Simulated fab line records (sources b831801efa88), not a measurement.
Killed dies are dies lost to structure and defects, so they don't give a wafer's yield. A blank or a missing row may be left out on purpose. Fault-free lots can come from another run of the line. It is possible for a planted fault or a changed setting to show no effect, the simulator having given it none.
Struck lot and sound lot, side by side | flow sky130 | 15 out of 708 route steps
Sound: the wafers L778.3, L778.4, L778.5. Struck: wafers L780.1, L780.5, L780.6. The cause comes at the end.
At each step with rows: each side's tool, then ch and its chambers, then its first start. Under that, the readings that differ: sound wafers | struck wafers | difference of the means | sigmas: that difference in standard deviations of wafers without a fault.
alike: readings with means less than 2 such deviations apart, plus words and numbers identical on both sides. not compared: withheld readings, readings lacking a value on some wafer, bounds such as >300 that could conceal the same value, and numbers that have no deviation in the record and whose values overlap.
A row with sigmas, a row that says differs or no value, or rows on one side alone: a step with any of these is where the two part. Non-overlapping numbers with no deviation appear without sigmas and do not part them. Lack of a reading on every wafer of one side parts them only where that side has two or more wafers.

first, 6 steps without rows for these wafers: SKY_LDD_N_HMDS_01 (prime time 60 s); SKY_LDD_N_COAT_02 (resist thk 300 nm); SKY_LDD_N_SOFTBAKE_03 (time 60 s); SKY_LDD_N_EXPOSE_04 (exposes mask NTM, target cd 840 nm); SKY_LDD_N_PEB_05; SKY_LDD_N_DEVELOP_06 (develop time 60 s).
SKY_LDD_N_OVL_MEAS_07:
  sound on overlay-01, day 16 21:03; struck on overlay-02, day 17 23:38
  alike: LDD_N_OVL
then, 5 steps without rows for these wafers: SKY_LDD_N_IMPLANT_08; SKY_LDD_N_IMPLANT_09; SKY_LDD_N_IMPLANT_10; SKY_LDD_N_IMPLANT_11; SKY_LDD_N_IMPLANT_12.
SKY_LDD_N_IMPLANT_13:
  sound on implanter-04 ch 0, day 16 21:52; struck on implanter-04 ch 0, day 18 00:25
  reading            | sound                         | struck                        | difference | sigmas
  dose ions cm2      | 4.999e+12 5.003e+12 4.999e+12 | 9.532e+12 9.537e+12 9.532e+12 | +4.533e+12 | +99 or more
  faraday current uA | 27.9 28.3 28.3                | 54.0 54.6 51.4                | +25.2      | +48
  alike: rotation deg
next, for these wafers, 1 step has no rows: SKY_LDD_N_IMPLANT_14.
-- here the record skips 28 days between the struck wafers' starts before and after, leaving off in module LDD_N and picking up in module PAD_OPEN (first step shown: number 708 of the route) --
SKY_PAD_OPEN_PROBE_99:
  sound on prober-02, day 45 01:49; struck on prober-01, day 45 21:16
  reading                                    | sound                | struck               | difference | sigmas
  model.etest.nfet_01v8_turned.drive ua um   | 489.1 491 493.6      | 468.3 470.1 461.5    | -24.6      |
  model.etest.nfet_01v8_lvt.drive ua um      | 563.8 553.7 566.9    | 541.8 553.1 536.1    | -17.8      |
  model.etest.tip n.rs ohm sq                | 443.8 442.7 441.5    | 450.4 453.7 454.5    | +10.2      |
  model.etest.nfet_01v8_turned.vt v (V)      | 0.7072 0.7057 0.7091 | 0.7337 0.7334 0.7371 | +0.0274    |
  model.etest.nfet_01v8_lvt.vt sat v (V)     | 0.5478 0.5465 0.5363 | 0.568 0.5682 0.5784  | +0.028     |
  model.etest.nfet_01v8_swapped.vt sat v (V) | 0.6593 0.6613 0.6525 | 0.6743 0.6721 0.6843 | +0.0192    |
  model.etest.nfet_01v8.vt sat v (V)         | 0.6559 0.6587 0.6571 | 0.6723 0.672 0.6795  | +0.0174    |
  model.etest.nfet_01v8_lvt.vt v (V)         | 0.6182 0.6182 0.6126 | 0.6321 0.6298 0.6388 | +0.0172    |
  alike: killed_at_M0_to_M3, killed_at_M4_up, killed at contacts, killed at front end, killed at other, killed dies, killed open, killed short

## WHERE THEY PART
SKY_LDD_N_IMPLANT_13 only, going by this record. Later steps at which nothing parts them and some readings are alike: SKY_PAD_OPEN_PROBE_99.

WHY: whatever the simulator had introduced
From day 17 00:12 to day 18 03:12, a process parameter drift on implanter-04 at SKY_LDD_N_IMPLANT_13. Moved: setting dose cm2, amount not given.
